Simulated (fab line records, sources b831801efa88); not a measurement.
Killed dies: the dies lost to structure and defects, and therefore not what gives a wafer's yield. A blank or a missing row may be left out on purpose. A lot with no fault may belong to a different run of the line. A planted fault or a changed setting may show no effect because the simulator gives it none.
Chamber matching    flow sky130    4 sister chambers for SKY_LI_CONTACT_CMP_24 on cmp-02
The step polishes, stops on PSG, t overpolish 20 s, target thk 0 nm. 4 wafers are shown with their chamber, then 8 later ones without.

WAFERS, EACH WITH ITS CHAMBER
wafer   chamber  motor current A (A)
L320.3  2        11.0
L320.4  1        11.3
L320.5  3        11.9
L324.1  0        12.4

WAFERS MISSING THEIR CHAMBER
wafer   motor current A (A)
L324.2  10.8
L324.3  11.6
L328.1  10.8
L328.2  11.9
L328.4  11.2
L334.2  11.5
L334.3  11.7
L334.6  11.8

EACH ONE'S CHAMBER
wafer   from the rows above           in truth
L324.2  can't be placed: 2 or 1       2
L324.3  can't be placed: 1 or 3 or 2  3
L328.1  can't be placed: 2 or 1       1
L328.2  3                             3
L328.4  can't be placed: 1 or 2       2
L334.2  can't be placed: 1 or 3 or 2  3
L334.3  can't be placed: 3 or 1       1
L334.6  3                             3
2 of 8 placed correctly. From these rows, 6 cannot be placed; in 6 the true chamber is one of the candidates. Wrongly placed: 0.
How it was worked out, from the rows above alone: a wafer's distance from a chamber is the root of the sum, over the readings, of the square of ((its reading less the chamber's mean) divided by the reading's scatter). The wafer belongs to the nearest chamber; if the next one is less than 2 further off, it can't be placed. The mean given for a chamber averages the wafers shown for that chamber. The scatter: with one shown wafer a chamber, the root of the mean of the squares of how far each hidden wafer lies from its nearest shown one.
